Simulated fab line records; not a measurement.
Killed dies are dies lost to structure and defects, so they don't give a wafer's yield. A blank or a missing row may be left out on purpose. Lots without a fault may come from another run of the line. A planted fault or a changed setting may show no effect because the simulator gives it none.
What tool caused it? | flow sky130 | 36 wafers from 12 lots sampled at 5 of the route's 708 steps

## WHAT THE GAUGES SHOWED, per wafer
SKY_VT_ADJUST_PCH_OVL_MEAS_07.
lot  | measured     | on         | VT_ADJUST_PCH_OVL (nm)
L204 | day 10 04:47 | overlay-02 | -0.5 0.0 -0.1
L205 | day 10 18:22 | overlay-02 | 0.1 3.9 1.6
L206 | day 10 21:50 | overlay-02 | 2.3 1.7 0.3
L208 | day 11 18:53 | overlay-02 | -1.3 -1.1 -0.1
L209 | day 12 07:02 | overlay-01 | -0.6 2.0 3.0
L211 | day 12 21:07 | overlay-01 | 2.0 3.0 3.6
L214 | day 13 16:50 | overlay-01 | 1.0 4.5 1.6
L215 | day 13 18:59 | overlay-01 | 2.4 1.5 2.1
L216 | day 14 07:26 | overlay-01 | 1.4 1.7 0.9
L217 | day 14 21:58 | overlay-02 | -0.7 0.2 2.4
L223 | day 18 04:10 | overlay-01 | 1.6 1.4 2.3
L224 | day 18 09:38 | overlay-02 | 0.3 1.4 1.2

SKY_SONOS_ONO_THK_MEAS_01.
lot  | measured     | on            | SONOS_ONO_OXIDATION_THK (nm)
L204 | day 11 07:32 | film metro-04 | 2.59 2.60 2.59
L205 | day 11 19:24 | film metro-04 | 2.63 2.63 2.61
L206 | day 11 22:59 | film metro-02 | 2.73 2.64 2.66
L208 | day 12 21:08 | film metro-02 | 2.65 2.60 2.56
L209 | day 13 09:29 | film metro-04 | 2.51 2.59 2.62
L211 | day 14 00:37 | film metro-04 | 2.62 2.58 2.60
L214 | day 14 23:07 | film metro-02 | 2.57 2.58 2.53
L215 | day 14 23:08 | film metro-04 | 2.54 2.63 2.59
L216 | day 15 13:16 | film metro-03 | 2.58 2.60 2.60
L217 | day 16 04:39 | film metro-02 | 2.54 2.55 2.55
L223 | day 19 13:31 | film metro-03 | 2.72 2.60 2.72
L224 | day 19 20:17 | film metro-04 | 2.62 2.64 2.60

SKY_GATE_OXIDE_THK_MEAS_02.
lot  | measured     | on            | GATE_OXIDE_OXIDATION_00_THK (nm)
L204 | day 12 13:04 | film metro-01 | 10.40 10.36 10.40
L205 | day 13 01:19 | film metro-01 | 10.31 10.25 10.30
L206 | day 13 05:46 | film metro-01 | 10.08 10.06 10.16
L208 | day 14 04:07 | film metro-03 | 9.87 9.94 10.05
L209 | day 14 19:12 | film metro-04 | 10.27 10.31 10.27
L211 | day 15 09:19 | film metro-04 | 10.12 10.23 10.14
L214 | day 16 09:46 | film metro-01 | 10.40 10.56 10.31
L215 | day 16 09:47 | film metro-03 | 10.11 10.13 10.29
L216 | day 17 00:44 | film metro-03 | 16.77 16.84 16.99
L217 | day 17 14:34 | film metro-04 | 9.92 9.82 9.92
L223 | day 21 03:26 | film metro-01 | 16.47 16.80 17.04
L224 | day 21 09:36 | film metro-01 | 17.23 17.06 16.60

## EACH LOT AND THE TOOL THAT RAN IT (in order: tool; ch and the chambers of the sampled wafers; start)
lot  | SKY_VT_ADJUST_HVTR_STRIP_10          | SKY_GATE_OXIDE_OXIDATION_01
L204 | plasma asher-03 ch 0,1, day 9 07:28  | furnace-01 ch 0, day 12 11:37
L205 | plasma asher-03 ch 0,1, day 9 19:36  | furnace-01 ch 0, day 12 23:54
L206 | plasma asher-02 ch 0,1, day 9 23:02  | furnace-01 ch 0, day 13 04:21
L208 | plasma asher-02 ch 0,1, day 10 20:34 | furnace-01 ch 0, day 14 02:43
L209 | plasma asher-02 ch 0,1, day 11 07:15 | furnace-01 ch 0, day 14 17:47
L211 | plasma asher-01 ch 0,1, day 11 20:55 | furnace-01 ch 0, day 15 07:55
L214 | plasma asher-02 ch 0,1, day 12 14:59 | furnace-02 ch 0, day 16 08:22
L215 | plasma asher-01 ch 0,1, day 12 17:41 | furnace-02 ch 0, day 16 08:22
L216 | plasma asher-02 ch 0,1, day 13 06:07 | furnace-01 ch 0, day 16 21:45
L217 | plasma asher-02 ch 0,1, day 13 19:38 | furnace-01 ch 0, day 17 13:08
L223 | plasma asher-03 ch 0,1, day 16 23:08 | furnace-02 ch 0, day 20 23:42
L224 | plasma asher-02 ch 0,1, day 17 04:22 | furnace-01 ch 0, day 21 06:37
- SKY_VT_ADJUST_HVTR_STRIP_10: strips in O2/N2.
- SKY_GATE_OXIDE_OXIDATION_01: stabilise 600 s, purge 300 s, target thk 10.268 nm.

## WHAT THE TOOLS THEMSELVES READ (means of the sampled wafers that have a number; where no wafer has one, the mark that the record gives instead)
SKY_VT_ADJUST_HVTR_STRIP_10.
lot  | tool            | drypump motor current A (A) | o2 flow sccm (sccm) | oes product au (a.u.) | strip time to endpoint s (s)
L204 | plasma asher-03 | 5.2                         | 3003                | 0.719                 | 14.17
L205 | plasma asher-03 | 5.5                         | 3002                | 0.716                 | 14.15
L206 | plasma asher-02 | 5.9                         | 2998                | 0.717                 | 14.23
L208 | plasma asher-02 | 5.9                         | 3002                | 0.714                 | 14.25
L209 | plasma asher-02 | 6.1                         | 3001                | 0.721                 | 14.17
L211 | plasma asher-01 | 5.3                         | 3010                | 0.714                 | 14.19
L214 | plasma asher-02 | 5.9                         | 2996                | 0.715                 | 14.12
L215 | plasma asher-01 | 5.3                         | 3000                | 0.718                 | 14.22
L216 | plasma asher-02 | 6.1                         | 3004                | 0.714                 | 14.18
L217 | plasma asher-02 | 5.9                         | 3008                | 0.716                 | 14.19
L223 | plasma asher-03 | 5.5                         | 2999                | 0.718                 | 14.20
L224 | plasma asher-02 | 5.9                         | 3001                | 0.716                 | 14.20

SKY_GATE_OXIDE_OXIDATION_01.
lot  | tool       | spike tc upper C (C)
L204 | furnace-01 | 898.6
L205 | furnace-01 | 899.2
L206 | furnace-01 | 898.6
L208 | furnace-01 | 898.4
L209 | furnace-01 | 898.5
L211 | furnace-01 | 898.6
L214 | furnace-02 | 900.4
L215 | furnace-02 | 899.9
L216 | furnace-01 | 898.3
L217 | furnace-01 | 899.3
L223 | furnace-02 | 899.4
L224 | furnace-01 | 898.8

## THE ANSWER, worked out from the rows above alone
Rule: what is usual is taken from the lots themselves. The widest of any qualifying gaps counts: lots, ordered by their means at a reading, are off when they make up no more than a third of the lots, leave a main group of 4 or more, and stand apart from it by 3 or more times the standard deviation of that group's means. If all means in a main group match to the digits the tables above print for the reading, that group is not used. Also off: a lot with no number at a reading for which 4 or more lots have one. The other lots that the step has rows for count as sound. The gauges are gone through in route order, then the tools' own readings, and for those a lot's mean is taken as printed above. The first step at which some lot is off is used, and at that step the reading that is off furthest; a lot without a number counts as furthest.
Off: L216, L223, L224, seen at SKY_GATE_OXIDE_THK_MEAS_02 (GATE_OXIDE_OXIDATION_00_THK). Mean 10.18 nm and standard deviation 0.17 in the main group.
If a tool, at a process step before that reading, ran all the lots that are off and no sound lot after the first of them, it fits. Gauges at SKY_GATE_OXIDE_THK_MEAS_02: tried the same way as those tools. Not one of the candidates tried fits.

## WHAT HAD BEEN PUT IN BY THE SIMULATOR
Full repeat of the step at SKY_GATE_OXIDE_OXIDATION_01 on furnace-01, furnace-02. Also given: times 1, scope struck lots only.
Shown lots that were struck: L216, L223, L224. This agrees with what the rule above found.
